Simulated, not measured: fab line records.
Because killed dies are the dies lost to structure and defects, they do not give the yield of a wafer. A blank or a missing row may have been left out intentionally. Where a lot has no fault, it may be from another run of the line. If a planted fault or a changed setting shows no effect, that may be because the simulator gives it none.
Code-filled problem report in 8D (eight disciplines) form -- flow gf180mcu -- the parts of the form that need people (team, actions taken, sign-off) are left out

## 1. THE ISSUE
Wafers free of any fault read 0.1 nm (standard deviation 1.4) for LVPWELL_OVL at GF_LVPWELL_OVL_MEAS_07, against a mean of -168.6 nm on 6 wafers of 2 lots. That is -99 or more standard deviations from the usual mean.
Earliest sighting: wafer L494.1 on overlay-01 at day 6 06:11. The record holds 36 wafers of 12 lots with a number at this step. By rule, "out" or "out of limits" means more than 4 standard deviations away from the usual mean. All remaining wafers that have a number are taken as sound.

## 2. WHAT IT IS, AND WHAT IT ISN'T
question,is,is not
which readings at this step,LVPWELL_OVL,-
which lots,"L494, L496","L484, L485, L486, L487, L488, L502, L503, L504, L505, L507"
which wafers of those lots,all that have a number,-
read on which gauges,overlay-01,overlay-02
when,from day 6 06:11,"up to then (15 sound wafers); but 15 sound wafers of L502, L503, L504, L505, L507 came after"

## 3. WHAT RULES OUT EACH SUSPECT
Counting: any tool at a process step up to the reading is kept as a suspect provided that every lot that is out went through it and no sound lot did after the first of them.
- the gauge at GF_LVPWELL_OVL_MEAS_07: kept. All the wafers that are out were read on overlay-01, and no step on other tools shows them out.
- iline stepper-01 at GF_LVPWELL_EXPOSE_04 (exposes mask LVPWELL, target cd 600 nm): kept. Every lot that is out went through it, starting with L494 (day 5 23:16), and after that it ran no sound lot; the last sound lot it ran before then is L488 (day 4 16:44).
Remaining after the count are iline stepper-01 at GF_LVPWELL_EXPOSE_04 and overlay-01 at GF_LVPWELL_OVL_MEAS_07.

## 4. THE CAUSE (what the simulator had put in)
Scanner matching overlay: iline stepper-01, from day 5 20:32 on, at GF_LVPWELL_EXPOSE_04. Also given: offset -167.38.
Of the 2 suspects that counting leaves, this tool is one.

## 5. THE EFFECT CHAIN, in route order
Each row: a reading whose mean over the struck wafers that have a number lies more than 3 standard deviations from the usual. Only readings for which the record gives a usual standard deviation are gone through. hours: the time from each lot's start at the first step in this table that gives one to its start at this step, as a median over the lots. sigmas: the change in usual standard deviations.
hours,step,reading,usual,on struck wafers,change,sigmas
0,GF_LVPWELL_OVL_MEAS_07,LVPWELL_OVL,0.1 nm,-168.6,-168.7,-99 or more
At these later measuring or inspecting steps, every struck wafer for which the step has a row has a number for every such reading, and none has moved that far: GF_M3_RS_MEAS_05.

## 6. WHAT WOULD HAVE CAUGHT IT SOONER
The first out-of-limits reading at a measuring or inspecting step in this record came at day 6 06:11, 10 hours after the fault's start at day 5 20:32.
Of the lots that are out (2), L496 began GF_LVPWELL_EXPOSE_04 on iline stepper-01 after day 6 06:11. A hold on the tool at that time would have spared it.
